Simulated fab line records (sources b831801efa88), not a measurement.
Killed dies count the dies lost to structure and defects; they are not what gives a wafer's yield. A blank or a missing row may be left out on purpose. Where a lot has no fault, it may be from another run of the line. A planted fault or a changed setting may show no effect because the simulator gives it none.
fab line records + flow gf180mcu
record:
- lots: 14
- wafers: 42
- last-day: 34
route steps=602 shown MIM@514 V5@544
lots that met no fault: taken from a fault-free run of the same line
start-h: the number of hours between the record's first day and the start of the first shown wafer of the lot + wait-h: hours from the lot's prior step to this one + " unchanged from the row above + L1.1+2: one row covering several wafers at once + - either no value or no given start + * or withheld: withheld + < > ~ a bound
route shown NAME@n: names a module that has steps shown in the file, with the first one's number in the route + usual: mean/standard deviation taken from wafers without a fault + same: alike in all rows + chamber/n: place in a boat + sites: per-site readings + _std_site: how widely they spread, as a standard deviation + _edge_site: the outer-site mean with the inner-site mean subtracted + radius-mm: for every site, how far away it sits from the centre of the wafer + mask NAME#n: copy n + behind: tool/chamber where the wafer was last shaped + hold: what put the lot on hold/how long, in hours/how the hold closed + device: the transistor (n, p or np) that didn't switch + end of line: tests of these same wafers at the route's end + step lacking rows: just its recipe + killed: not the wafer's yield, but the dies lost to structure and defects at the first sort + map: dies across one wafer; x = killed, . = not, _ = none there
set.NAME: the setting that was run; set.NAME@STEP: the one run at that earlier step + model.NAME: the simulator's own value behind a step, which no gauge read
the route's steps for a sample of lots (tables are steps, rows are wafers)
services: a tool's chamber out of use, with start hour (start-h, from the record's first day; less than 0 if before it), hours out, and reason
== steps ==
step: GF_MIM_THK_MEAS_11
recipe:
- thk-meas-gauge: xrf
- reads: AlCu_of_MIM_SPUTTER_08
usual:
- MIM_ALCU_THK: 200.8/2.6
| lot.wafer | tool          | chamber | start-h | wait-h | MIM_ALCU_THK[nm] |
|-----------|---------------|---------|---------|--------|------------------|
| L360.2    | film-metro-04 | -       | 577.11  | 0.1    | 201.1            |
| L360.3    | "             | -       | "       | "      | 203.0            |
| L360.4    | "             | -       | "       | "      | 201.8            |
| L362.1    | film-metro-04 | -       | 591.50  | 0.1    | 199.0            |
| L362.2    | "             | -       | "       | "      | 199.6            |
| L362.3    | "             | -       | "       | "      | 194.4            |
| L364.2    | film-metro-01 | -       | 600.96  | 0.1    | 200.2            |
| L364.4    | "             | -       | "       | "      | 196.0            |
| L364.6    | "             | -       | "       | "      | 197.8            |
| L365.1    | film-metro-04 | -       | 611.82  | 0.1    | 200.5            |
| L365.2    | "             | -       | "       | "      | 200.0            |
| L365.3    | "             | -       | "       | "      | 202.4            |
| L366.1    | film-metro-02 | -       | 625.02  | 0.1    | 199.9            |
| L366.3    | "             | -       | "       | "      | 203.8            |
| L366.5    | "             | -       | "       | "      | 202.4            |
| L367.1    | film-metro-01 | -       | 627.55  | 0.1    | 204.3            |
| L367.3    | "             | -       | "       | "      | 205.4            |
| L367.5    | "             | -       | "       | "      | 203.8            |
| L368.2    | film-metro-01 | -       | 636.18  | 0.1    | 206.6            |
| L368.3    | "             | -       | "       | "      | 204.7            |
| L368.4    | "             | -       | "       | "      | 200.9            |
| L369.3    | film-metro-04 | -       | 647.50  | 0.1    | 198.3            |
| L369.5    | "             | -       | "       | "      | 191.4            |
| L369.6    | "             | -       | "       | "      | 198.0            |
| L370.1    | film-metro-01 | -       | 651.96  | 0.1    | 197.7            |
| L370.4    | "             | -       | "       | "      | 201.1            |
| L370.6    | "             | -       | "       | "      | 202.2            |
| L374.2    | film-metro-02 | -       | 678.14  | 0.1    | 201.9            |
| L374.4    | "             | -       | "       | "      | 200.9            |
| L374.6    | "             | -       | "       | "      | 204.2            |
| L375.2    | film-metro-04 | -       | 689.58  | 0.1    | 197.9            |
| L375.3    | "             | -       | "       | "      | 201.0            |
| L375.6    | "             | -       | "       | "      | 197.6            |
| L378.2    | film-metro-02 | -       | 716.20  | 0.1    | 198.5            |
| L378.3    | "             | -       | "       | "      | 202.5            |
| L378.6    | "             | -       | "       | "      | 199.1            |
| L379.3    | film-metro-02 | -       | 717.62  | 0.1    | 203.4            |
| L379.4    | "             | -       | "       | "      | 200.7            |
| L379.6    | "             | -       | "       | "      | 202.7            |
| L382.2    | film-metro-04 | -       | 731.83  | 0.1    | 200.8            |
| L382.4    | "             | -       | "       | "      | 200.5            |
| L382.6    | "             | -       | "       | "      | 197.0            |
step: GF_V5_CMP_04
recipe:
- material: SiO2
- down-force-psi: 4
- platen-rpm: 60
- pad-velocity-m-s: 0.94248
usual:
- motor-current-A: 11.3/1.5
- slurry-filter-dp-kPa: 13.50/0.13
| lot.wafer | tool   | chamber | start-h | wait-h | motor-current-A | slurry-filter-dp-kPa |
|-----------|--------|---------|---------|--------|-----------------|----------------------|
| L360.4    | cmp-02 | 2       | 619.19  | 0.0    | 9.7             | 13.22                |
| L360.3    | "      | 3       | "       | "      | 10.5            | 13.71                |
| L360.2    | "      | 1       | "       | "      | 12.9            | 13.84                |
| L362.3    | cmp-02 | 1       | 635.22  | 0.0    | 13.3            | 13.24                |
| L362.2    | "      | 2       | "       | "      | 10.3            | 13.50                |
| L362.1    | "      | 3       | "       | "      | 10.2            | 13.53                |
| L364.4    | cmp-01 | 1       | 643.09  | 0.1    | 10.0            | 13.60                |
| L364.2    | "      | 2       | "       | "      | 9.9             | 13.55                |
| L364.6    | "      | 1       | "       | "      | 10.1            | 13.70                |
| L365.2    | cmp-01 | 0       | 653.90  | 0.0    | 13.1            | 13.45                |
| L365.3    | "      | 1       | "       | "      | 10.2            | 13.36                |
| L365.1    | "      | 3       | "       | "      | 10.8            | 13.35                |
| L366.3    | cmp-02 | 3       | 665.44  | 0.1    | 10.8            | 13.54                |
| L366.1    | "      | 0       | "       | "      | 13.4            | 13.30                |
| L366.5    | "      | 3       | "       | "      | 10.6            | 13.40                |
| L367.3    | cmp-02 | 3       | 667.84  | 0.1    | 10.3            | 13.56                |
| L367.1    | "      | 0       | "       | "      | 13.6            | 13.63                |
| L367.5    | "      | 2       | "       | "      | 9.9             | 13.36                |
| L368.2    | cmp-02 | 3       | 676.69  | 0.0    | 10.3            | 13.38                |
| L368.4    | "      | 0       | "       | "      | 12.6            | 13.47                |
| L368.3    | "      | 2       | "       | "      | 9.8             | 13.34                |
| L369.3    | cmp-01 | 2       | 687.14  | 0.2    | 10.2            | 13.41                |
| L369.6    | "      | 3       | "       | "      | 10.7            | 13.45                |
| L369.5    | "      | 0       | "       | "      | 12.7            | 13.45                |
| L370.4    | cmp-02 | 1       | 691.00  | 0.0    | 13.1            | 13.49                |
| L370.1    | "      | 3       | "       | "      | 11.3            | 13.61                |
| L370.6    | "      | 1       | "       | "      | 13.4            | 13.57                |
| L374.4    | cmp-02 | 3       | 716.24  | 0.1    | 11.3            | 13.58                |
| L374.2    | "      | 0       | "       | "      | 13.2            | 13.42                |
| L374.6    | "      | 1       | "       | "      | 12.4            | 13.53                |
| L375.3    | cmp-01 | 1       | 726.47  | 0.0    | 9.6             | 13.50                |
| L375.2    | "      | 3       | "       | "      | 11.5            | 13.71                |
| L375.6    | "      | 2       | "       | "      | 10.2            | 13.39                |
| L378.3    | cmp-02 | 0       | 752.55  | 0.1    | 13.2            | 13.40                |
| L378.2    | "      | 1       | "       | "      | 13.6            | 13.57                |
| L378.6    | "      | 3       | "       | "      | 11.1            | 13.37                |
| L379.3    | cmp-01 | 2       | 753.26  | 0.4    | 10.0            | 13.34                |
| L379.4    | "      | 3       | "       | "      | 11.3            | 13.66                |
| L379.6    | "      | 1       | "       | "      | 9.5             | 13.71                |
| L382.2    | cmp-02 | 1       | 766.10  | 0.3    | 13.3            | 13.49                |
| L382.4    | "      | 3       | "       | "      | 10.9            | 13.39                |
| L382.6    | "      | 0       | "       | "      | 13.2            | 13.52                |
step: GF_V5_EXPOSE_11
recipe:
- mask-id: Via5
- target-cd-nm: 260
- na: 0.68
- source-shape: conventional
- sigma-outer: 0.6
- dose-mj: 38
usual:
- exposure-dose-mJ-cm2: 38.00/0.034
- focus-offset-nm: 0.0/0.49
- sigma-outer: 0.6/0
| lot.wafer | tool           | chamber | start-h | wait-h | mask   | exposure-dose-mJ-cm2 | focus-offset-nm | sigma-outer |
|-----------|----------------|---------|---------|--------|--------|----------------------|-----------------|-------------|
| L360.2    | krf-scanner-01 | 0       | 630.05  | -      | Via5#0 | 37.96                | 1.1             | 0.6         |
| L360.3    | "              | 0       | "       | "      | Via5#0 | 37.97                | -0.4            | 0.6         |
| L360.4    | "              | 0       | "       | "      | Via5#0 | 37.95                | 0.9             | 0.6         |
| L362.1    | krf-scanner-02 | 0       | 645.38  | -      | Via5#0 | 37.99                | -0.2            | 0.6         |
| L362.2    | "              | 0       | "       | "      | Via5#0 | 38.00                | 0.0             | 0.6         |
| L362.3    | "              | 0       | "       | "      | Via5#0 | 38.04                | 0.3             | 0.6         |
| L364.2    | krf-scanner-01 | 0       | 653.52  | -      | Via5#0 | 38.00                | -0.8            | 0.6         |
| L364.4    | "              | 0       | "       | "      | Via5#0 | 38.01                | 0.0             | 0.6         |
| L364.6    | "              | 0       | "       | "      | Via5#0 | 38.02                | -0.4            | 0.6         |
| L365.1    | krf-scanner-01 | 0       | 663.80  | -      | Via5#0 | 38.02                | -0.1            | 0.6         |
| L365.2    | "              | 0       | "       | "      | Via5#0 | 37.97                | 0.8             | 0.6         |
| L365.3    | "              | 0       | "       | "      | Via5#0 | 37.99                | 0.7             | 0.6         |
| L366.1    | krf-scanner-01 | 0       | 674.83  | -      | Via5#0 | 38.08                | -0.2            | 0.6         |
| L366.3    | "              | 0       | "       | "      | Via5#0 | 38.05                | 0.6             | 0.6         |
| L366.5    | "              | 0       | "       | "      | Via5#0 | 38.03                | 0.6             | 0.6         |
| L367.1    | krf-scanner-01 | 0       | 676.88  | -      | Via5#0 | 38.05                | 0.4             | 0.6         |
| L367.3    | "              | 0       | "       | "      | Via5#0 | 38.02                | 0.5             | 0.6         |
| L367.5    | "              | 0       | "       | "      | Via5#0 | 38.03                | -0.1            | 0.6         |
| L368.2    | krf-scanner-02 | 0       | 687.02  | -      | Via5#0 | 38.04                | -0.4            | 0.6         |
| L368.3    | "              | 0       | "       | "      | Via5#0 | 38.00                | -0.1            | 0.6         |
| L368.4    | "              | 0       | "       | "      | Via5#0 | 37.99                | -0.6            | 0.6         |
| L369.3    | krf-scanner-02 | 0       | 696.44  | -      | Via5#0 | 38.00                | -1.1            | 0.6         |
| L369.5    | "              | 0       | "       | "      | Via5#0 | 38.00                | -0.2            | 0.6         |
| L369.6    | "              | 0       | "       | "      | Via5#0 | 37.97                | -0.1            | 0.6         |
| L370.1    | krf-scanner-01 | 0       | 700.50  | -      | Via5#0 | 38.00                | 0.3             | 0.6         |
| L370.4    | "              | 0       | "       | "      | Via5#0 | 37.99                | -0.3            | 0.6         |
| L370.6    | "              | 0       | "       | "      | Via5#0 | 38.02                | 0.7             | 0.6         |
| L374.2    | krf-scanner-02 | 0       | 725.75  | -      | Via5#0 | 38.01                | -0.8            | 0.6         |
| L374.4    | "              | 0       | "       | "      | Via5#0 | 37.96                | -0.8            | 0.6         |
| L374.6    | "              | 0       | "       | "      | Via5#0 | 37.96                | -0.3            | 0.6         |
| L375.2    | krf-scanner-01 | 0       | 735.57  | -      | Via5#0 | 37.97                | 0.0             | 0.6         |
| L375.3    | "              | 0       | "       | "      | Via5#0 | 38.01                | 0.5             | 0.6         |
| L375.6    | "              | 0       | "       | "      | Via5#0 | 38.04                | 0.1             | 0.6         |
| L378.2    | krf-scanner-02 | -       | 760.60  | -      | Via5#0 | -                    | -               | -           |
| L378.3    | "              | -       | "       | "      | Via5#0 | -                    | -               | -           |
| L378.6    | "              | -       | "       | "      | Via5#0 | -                    | -               | -           |
| L379.3    | krf-scanner-01 | -       | 762.49  | -      | Via5#0 | -                    | -               | -           |
| L379.4    | "              | -       | "       | "      | Via5#0 | -                    | -               | -           |
| L379.6    | "              | -       | "       | "      | Via5#0 | -                    | -               | -           |
| L382.2    | krf-scanner-02 | 0       | 774.17  | -      | Via5#0 | 37.93                | -0.1            | 0.6         |
| L382.4    | "              | 0       | "       | "      | Via5#0 | 37.96                | -0.1            | 0.6         |
| L382.6    | "              | 0       | "       | "      | Via5#0 | 37.95                | 0.4             | 0.6         |
step: GF_V5_SPUTTER_22
recipe:
- material: TiN
- target-thk-nm: 10
- chamber-pressure-pa: 5
- power-w: 4000
- time-s: 40
usual:
- throttle-valve-pct: 30.4/1.3
| lot.wafer | tool           | chamber | start-h | wait-h | throttle-valve-pct |
|-----------|----------------|---------|---------|--------|--------------------|
| L360.2    | pvd-sputter-03 | -       | 640.58  | 0.0    | 29.6               |
| L360.3    | "              | -       | "       | "      | 27.7               |
| L360.4    | "              | -       | "       | "      | 29.8               |
| L362.1    | pvd-sputter-01 | -       | 655.99  | 0.0    | 29.9               |
| L362.2    | "              | -       | "       | "      | 31.4               |
| L362.3    | "              | -       | "       | "      | 29.2               |
| L364.2    | pvd-sputter-04 | -       | 663.95  | 0.0    | 31.4               |
| L364.4    | "              | -       | "       | "      | 31.7               |
| L364.6    | "              | -       | "       | "      | 30.3               |
| L365.1    | pvd-sputter-04 | -       | 673.98  | 0.0    | 30.1               |
| L365.2    | "              | -       | "       | "      | 32.7               |
| L365.3    | "              | -       | "       | "      | 31.3               |
| L366.1    | pvd-sputter-04 | -       | 684.20  | 0.0    | 31.4               |
| L366.3    | "              | -       | "       | "      | 29.5               |
| L366.5    | "              | -       | "       | "      | 31.4               |
| L367.1    | pvd-sputter-01 | -       | 687.33  | 0.0    | 29.7               |
| L367.3    | "              | -       | "       | "      | 31.6               |
| L367.5    | "              | -       | "       | "      | 31.2               |
| L368.2    | pvd-sputter-04 | -       | 696.56  | 0.0    | 29.6               |
| L368.3    | "              | -       | "       | "      | 31.4               |
| L368.4    | "              | -       | "       | "      | 32.8               |
| L369.3    | pvd-sputter-03 | -       | 707.05  | 0.0    | 29.8               |
| L369.5    | "              | -       | "       | "      | 29.8               |
| L369.6    | "              | -       | "       | "      | 29.4               |
| L370.1    | pvd-sputter-04 | -       | 710.41  | 0.0    | 29.5               |
| L370.4    | "              | -       | "       | "      | 31.1               |
| L370.6    | "              | -       | "       | "      | 31.4               |
| L374.2    | pvd-sputter-03 | -       | 734.63  | 0.0    | 29.8               |
| L374.4    | "              | -       | "       | "      | 29.6               |
| L374.6    | "              | -       | "       | "      | 28.0               |
| L375.2    | pvd-sputter-01 | -       | 744.83  | 0.0    | 31.8               |
| L375.3    | "              | -       | "       | "      | 28.9               |
| L375.6    | "              | -       | "       | "      | 28.8               |
| L378.2    | pvd-sputter-04 | -       | 769.46  | 0.0    | 29.8               |
| L378.3    | "              | -       | "       | "      | 31.4               |
| L378.6    | "              | -       | "       | "      | 29.4               |
| L379.3    | pvd-sputter-04 | -       | 770.97  | 0.0    | 29.5               |
| L379.4    | "              | -       | "       | "      | 29.9               |
| L379.6    | "              | -       | "       | "      | 29.8               |
| L382.2    | pvd-sputter-04 | -       | 782.95  | 0.0    | 29.5               |
| L382.4    | "              | -       | "       | "      | 31.1               |
| L382.6    | "              | -       | "       | "      | 30.2               |
== services ==
| tool           | chamber | start-h | hours | kind        |
|----------------|---------|---------|-------|-------------|
| krf-scanner-02 | -       | 616.74  | 5.6   | repair      |
| pvd-sputter-01 | -       | 618.58  | 1.8   | repair      |
| krf-scanner-02 | -       | 634.51  | 0.2   | repair      |
| krf-scanner-01 | -       | 643.71  | 1.7   | repair      |
| pvd-sputter-03 | -       | 656.51  | 26.9  | repair      |
| pvd-sputter-03 | -       | 663.83  | 29.1  | repair      |
| krf-scanner-01 | -       | 664.02  | 0.8   | pm          |
| krf-scanner-01 | 0       | 685.54  | -     | calibration |
| cmp-02         | -       | 694.22  | 1.2   | repair      |
| krf-scanner-02 | -       | 696.52  | 1.0   | pm          |
| krf-scanner-01 | -       | 699.32  | 1.0   | pm          |
| krf-scanner-01 | -       | 702.81  | 3.6   | pm          |
| krf-scanner-02 | 0       | 702.82  | -     | calibration |
| krf-scanner-02 | -       | 716.59  | 0.8   | pm          |
| pvd-sputter-04 | -       | 718.18  | 2.0   | repair      |
| krf-scanner-01 | -       | 728.26  | 0.2   | repair      |
| krf-scanner-01 | -       | 741.32  | 1.3   | pm          |
| cmp-01         | -       | 744.26  | 4.0   | pm          |
| pvd-sputter-03 | -       | 745.65  | 2.0   | repair      |
| cmp-01         | -       | 747.16  | 0.4   | repair      |
| cmp-01         | -       | 759.88  | 16.4  | pm          |
| krf-scanner-02 | -       | 765.10  | 1.3   | pm          |
| pvd-sputter-01 | -       | 777.46  | 8.8   | repair      |
| krf-scanner-02 | -       | 782.96  | 1.5   | repair      |
== key ==
first-sign:
- step: GF_V5_EXPOSE_11
- reading: tool-record
- direction: missing
effect none on later readings
met-at GF_V5_EXPOSE_11
struck-lots L378,L379
later-rows-left-out L378.2,L378.3,L378.6,L379.3,L379.4,L379.6
sort-left-out L378.2,L378.3,L378.6,L379.3,L379.4,L379.6
not-acting-at GF_MIM_THK_MEAS_11,GF_V5_CMP_04,GF_V5_SPUTTER_22
onset-between 735.57 760.60
fault:
- kind: skipped-step-whole
- tool: krf-scanner-01,krf-scanner-02
- chamber: -
- onset-h: 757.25
- steps: GF_V5_EXPOSE_11
- scope: struck-lots-only
sort-left-out: the simulated sort isn't trusted on such a fault, so these wafers' sort isn't shown, and their yield isn't known
later-rows-left-out: the simulator's readings of these wafers behind a module that went badly wrong aren't trusted and aren't shown, but for the sort
